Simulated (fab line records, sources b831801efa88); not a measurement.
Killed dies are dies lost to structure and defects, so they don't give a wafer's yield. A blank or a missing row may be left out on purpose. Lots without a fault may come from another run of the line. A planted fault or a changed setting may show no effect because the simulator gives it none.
Which tool did it? | flow gf180mcu | 7 lots, 21 wafers sampled, at 1 step of a route of 602

WHAT THE GAUGES READ, wafer by wafer
GF_V2_BOW_MEAS_05.
lot  | measured     | on            | V2_BOW (um)
L647 | day 19 22:32 | film_metro-01 | 97 95 96
L650 | day 21 00:34 | film_metro-01 | 101 103 125
L652 | day 21 16:56 | film_metro-01 | 102 102 96
L656 | day 23 00:08 | film_metro-03 | 112 104 108
L663 | day 25 07:35 | film_metro-04 | 100 117 105
L666 | day 26 03:41 | film_metro-03 | 90 80 86
L668 | day 26 23:01 | film_metro-03 | 93 102 96

WHICH TOOL RAN EACH LOT (tool, then ch and the chambers of the sampled wafers, then the start)
The record holds no process step before these readings.

THE ANSWER, worked out from the rows above alone
Rule: what is usual is taken from the lots themselves. Put in order of their means at a reading, lots are off if they are a third of the lots or fewer, leave a main group of 4 or more, and stand apart from it by a gap of 3 or more times the standard deviation of the main group's means; of several such gaps the widest counts. A main group whose means are all the same, to the digits that the tables above print for the reading, isn't used. A lot without any number at a reading at which 4 lots or more have one is off too. The other lots that the step has rows for count as sound.
No lot is off at any reading shown: from this, nothing can be told.

WHAT THE SIMULATOR HAD PUT IN
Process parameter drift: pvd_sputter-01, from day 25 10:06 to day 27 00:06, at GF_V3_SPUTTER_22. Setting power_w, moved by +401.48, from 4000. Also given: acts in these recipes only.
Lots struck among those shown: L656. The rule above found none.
